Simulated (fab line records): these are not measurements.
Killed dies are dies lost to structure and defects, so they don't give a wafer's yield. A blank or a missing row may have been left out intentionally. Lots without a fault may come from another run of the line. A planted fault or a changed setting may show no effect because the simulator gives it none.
A struck lot beside a sound one -- flow gf180mcu -- 14 out of 602 route steps
Sound: wafers L366.3, L366.4, L366.5. The struck wafers were L354.1, L354.3, L354.5. The cause comes at the end.
Order at every step that has rows: each side's tool, ch and its chambers, its first start. Under that, the readings that differ: sound wafers -- struck wafers -- difference of the means -- sigmas: that difference in standard deviations of wafers without a fault.
alike: a reading whose means differ by less than 2 such deviations, as well as words and numbers matching on both sides. not compared: withheld readings; readings where some wafer has no value; bounds like >300 that might hide an equal value; numbers whose values overlap and for which the record gives no deviation.
A row with sigmas, a row that says differs or no value, or rows on one side alone: a step with any of these is where the two part. When numbers do not overlap yet have no deviation, they are printed without sigmas and do not part them. Lack of a reading on every wafer of one side parts them only where that side has two or more wafers.

first, 3 steps without rows for these wafers: GF_MIM_EXPOSE_16 (exposes mask FuseTop, target cd 2000 nm); GF_MIM_PEB_17; GF_MIM_DEVELOP_18 (develop time 60 s).
GF_MIM_METAL_ETCH_19: etches the open film in Cl2/BCl3, stops on Si3N4, target depth 324.5 nm, time 54.1 s.
  sound on rieMetal-02 ch 0,1, day 31 04:01; struck on rieMetal-02 ch 0,1, day 27 19:14
  alike: drypumpMotorCurrentA, oesProductAu, throttleValvePct
  not compared: rfHoursCounterH
GF_MIM_STRIP_20: strips in O2/N2.
  sound on plasmaAsher-04 ch 0,1, day 31 04:05; struck on plasmaAsher-02 ch 0,1, day 27 19:19
  alike: drypumpMotorCurrentA, heaterPowerW, o2FlowSccm, oesProductAu, platenTempC, stripTimeToEndpointS
  not compared: rfHoursCounterH
then, 7 steps without rows for these wafers: GF_MIM_STRIP_21 (strips in post etch residue remover, time 1200 s); GF_MIM_CLEAN_22 (cleans in DIW); GF_M5_DEHYDRATE_00 (time 60 s); GF_M5_HMDS_01 (prime time 60 s); GF_M5_COAT_02 (resist thk 1000 nm); GF_M5_SOFTBAKE_03 (time 60 s); GF_M5_EXPOSE_04 (exposes mask Metal5, target cd 280 nm).
GF_M5_PEB_05: peb time 90 s.
  struck on lithoTrack-03, day 28 14:57; sound on lithoTrack-02 ch 0, day 31 21:30
  no value came back on the struck wafers for chillPlateTempC (C), exhaustPa (Pa); on the sound wafers chillPlateTempC (C) reads 23.00 23.05 23.04
then, 1 step without rows for these wafers: GF_M5_DEVELOP_06 (develop time 60 s).

## WHERE THEY PART
Only at GF_M5_PEB_05, within this record.

WHY: whatever the simulator had introduced
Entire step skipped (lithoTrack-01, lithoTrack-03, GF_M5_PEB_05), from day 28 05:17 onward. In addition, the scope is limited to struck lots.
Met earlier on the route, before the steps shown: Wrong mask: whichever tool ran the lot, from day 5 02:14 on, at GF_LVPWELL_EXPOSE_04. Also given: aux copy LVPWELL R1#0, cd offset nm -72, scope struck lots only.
